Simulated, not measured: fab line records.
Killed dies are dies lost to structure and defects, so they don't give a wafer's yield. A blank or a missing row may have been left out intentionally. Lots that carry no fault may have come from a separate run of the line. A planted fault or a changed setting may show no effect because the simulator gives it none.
Which of the tools did it? -- flow sky130 -- 6 lots, 18 wafers sampled, at 2 steps of a route of 708

== WHAT THE GAUGES SHOWED, per wafer ==
SKY_GATE_OXIDE_TW_MEAS_14.
lot,measured,on,GATE_OXIDE_TW
L170,day 14 17:40,film-metro-04,224.5 223.2 224.4
L174,day 16 19:58,film-metro-04,223.8 226.2 224.3
L178,day 17 00:29,film-metro-04,224.7 225.5 224.5
L181,day 17 12:41,film-metro-04,224.4 224.1 225.7
L185,day 19 04:04,film-metro-01,226.1 225.5 226.2
L191,day 21 12:24,film-metro-01,234.7 234.3 234.0

== EACH LOT AND THE TOOL THAT RAN IT (in order: tool; ch and the chambers of the sampled wafers; start) ==
lot,SKY_GATE_OXIDE_IMPLANT_11
L170,"implanter-04 ch 0, day 14 17:20"
L174,"implanter-04 ch 0, day 16 19:38"
L178,"implanter-04 ch 0, day 17 00:08"
L181,"implanter-04 ch 0, day 17 12:20"
L185,"implanter-01 ch 0, day 19 03:44"
L191,"implanter-04 ch 0, day 21 12:03"
- SKY_GATE_OXIDE_IMPLANT_11

== THE ANSWER, worked out from the rows above alone ==
Rule: what is usual is taken from the lots themselves. Put in order of their means at a reading, lots are off if they are a third of the lots or fewer, leave a main group of 4 or more, and stand apart from it by a gap of 3 or more times the standard deviation of the main group's means; of several such gaps the widest counts. A main group whose means are all the same, to the digits that the tables above print for the reading, isn't used. Also off: a lot with no number at a reading for which 4 or more lots have one. Where the step has rows for the other lots, those lots are counted as sound.
Off: L191, at SKY_GATE_OXIDE_TW_MEAS_14 (GATE_OXIDE_TW). Mean 224.9 and standard deviation 0.61 in the main group.
If a tool, at a process step before that reading, ran all the lots that are off and no sound lot after the first of them, it fits. The gauges at SKY_GATE_OXIDE_TW_MEAS_14 are tried like those tools. This does not decide it: 2 tools fit, namely implanter-04 at SKY_GATE_OXIDE_IMPLANT_11 and film-metro-01 at SKY_GATE_OXIDE_TW_MEAS_14.

== WHAT THE SIMULATOR PUT IN ==
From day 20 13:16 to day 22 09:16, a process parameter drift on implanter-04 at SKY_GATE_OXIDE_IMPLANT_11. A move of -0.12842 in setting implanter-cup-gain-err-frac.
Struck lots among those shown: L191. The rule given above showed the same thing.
